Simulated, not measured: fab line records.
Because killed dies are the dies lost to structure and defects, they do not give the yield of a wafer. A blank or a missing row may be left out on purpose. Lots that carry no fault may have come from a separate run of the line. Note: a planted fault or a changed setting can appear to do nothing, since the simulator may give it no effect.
Struck lot and sound lot, side by side / flow sky130 / 17 out of 708 route steps
Sound: the wafers L336.1, L336.3, L336.4. Struck: wafers L349.1, L349.6. (L349.5 of the same lot was not struck and is left out.) The cause comes at the end.
Each step with rows lists, per side, the tool, then ch with its chambers, then its first start. Under that, the readings that differ: sound wafers / struck wafers / difference of the means / sigmas: that difference in standard deviations of wafers without a fault.
alike: readings whose means differ by less than 2 such deviations, and words and numbers that are the same on both sides. not compared: withheld readings, readings that some wafer has no value for, bounds like >300 that may hide the same value, and numbers for which the record gives no deviation and whose values overlap.
A row with sigmas, a row that says differs or no value, or rows on one side alone: a step with any of these is where the two part. When numbers do not overlap yet have no deviation, they are printed without sigmas and do not part them. A reading missing from all wafers of one side parts the sides only when that side holds two or more wafers.

first, 3 steps without rows for these wafers: SKY_VIA1_EXPOSE_09 (exposes mask VIM, target cd 150 nm); SKY_VIA1_PEB_10; SKY_VIA1_DEVELOP_11 (develop time 60 s).
SKY_VIA1_CD_MEAS_12 targets a cd of 150 nm.
  struck on cdSem-01, day 39 10:36; sound on cdSem-01, day 35 19:36
  alike: cdNm
SKY_VIA1_OVL_MEAS_13:
  struck on overlay-01, day 39 10:43; sound on overlay-01, day 35 19:43
  alike: VIA1_OVL
SKY_VIA1_ETCH_14: etches BARC in N2/H2, stops on SiO2, time 45.9 s, target depth 60 nm.
  sound on rieDiel-03 ch 1,2,3, day 35 19:45; struck on rieDiel-02 ch 0,2, day 39 10:45
reading=rfFwdPowerW (W); sound=495.1 492.2 492.2; struck=497.4 497.4; difference=+4.2; sigmas=+2
  alike: drypumpMotorCurrentA, oesProductAu, throttleValvePct
  not compared: rfHoursCounterH
SKY_VIA1_ETCH_15: etches SiO2 in C4F8/O2/Ar, stops on TiN, target depth 351 nm, time 54 s.
  sound on rieDiel-03 ch 1,2,3, day 35 19:48; struck on rieDiel-02 ch 0,2, day 39 10:48
  alike: oesProductAu, rfFwdPowerW
  not compared: rfHoursCounterH
SKY_VIA1_STRIP_16: strips in O2/N2.
  sound on plasmaAsher-02 ch 0,1, day 35 19:50; struck on plasmaAsher-02 ch 0,1, day 39 10:50
  alike: drypumpMotorCurrentA, oesProductAu, stripTimeToEndpointS
  not compared: rfHoursCounterH
then, 3 steps without rows for these wafers: SKY_VIA1_STRIP_17 (strips in post etch residue remover, time 1200 s); SKY_VIA1_CLEAN_18 (cleans in IPA, time 180 s); SKY_VIA1_CLEAN_19 (cleans in O3/DIW).
SKY_VIA1_SPUTTER_20: material TiN, target thk 20 nm, time 80 s.
  struck on pvdSputter-03, day 39 11:32; sound on pvdSputter-02, day 35 20:29
  alike: throttleValvePct
SKY_VIA1_CVD_21: deposits W, target thk 270 nm, time 80.902 s.
  sound on cvdW-02 ch 0,1, day 35 20:32; struck on cvdW-02 ch 0, day 39 11:35
reading=chamberPressureTorr (Torr); sound=39.94 40.34 39.96; struck=49.11 49.16; difference=+9.05; sigmas=+96
reading=model.W_of_VIA1_CVD_21.thkNm (nm); sound=270.1 268.8 272.9; struck=293.6 296.2; difference=+24.3; sigmas=
  alike: heaterPowerOuterW, heaterPowerW
SKY_VIA1_RS_MEAS_22: measurement is done with a four-point probe.
  struck on filmMetro-04, day 39 11:41; sound on filmMetro-04, day 35 20:38
reading=VIA1_W_RS (ohm/sq); sound=0.426 0.427 0.421; struck=0.392 0.387; difference=-0.035; sigmas=-7
SKY_VIA1_THK_MEAS_23: measures by xrf.
  struck on filmMetro-04, day 39 11:49; sound on filmMetro-04, day 35 20:45
reading=VIA1_W_THK (nm); sound=277 278 282; struck=303 305; difference=+25; sigmas=+6
SKY_VIA1_CMP_24: polishes, stops on SiO2, t overpolish 15 s, target thk 0 nm.
  sound on cmp-02 ch 0,1,3, day 35 20:49; struck on cmp-01 ch 0,3, day 39 11:55
  alike: motorCurrentA
-- the record jumps here: 11 days lie between the struck wafers' starts before and after (it left off in module VIA1 and takes up again in module PAD_OPEN, whose first step shown is number 708 of the route) --
SKY_PAD_OPEN_PROBE_99:
  struck on prober-01, day 50 04:45; sound on prober-01, day 47 14:39
reading=killed_at_M0_to_M3; sound=43 28 44; struck=51 60; difference=+17; sigmas=+2
  alike: defectLimitedYield, killed_at_M4_up, killedAtContacts, killedAtFrontEnd, killedAtOther, killedDies, killedOnRim, killedOpen, killedShort, sort_bin_3_pad_short, sort_bin_5_function, sort_bin_6_memory, sortNPass, sortYieldPct

## WHERE THEY PART
Earliest at SKY_VIA1_ETCH_14; latest, in this record, at SKY_PAD_OPEN_PROBE_99.

WHY: whatever the simulator had introduced
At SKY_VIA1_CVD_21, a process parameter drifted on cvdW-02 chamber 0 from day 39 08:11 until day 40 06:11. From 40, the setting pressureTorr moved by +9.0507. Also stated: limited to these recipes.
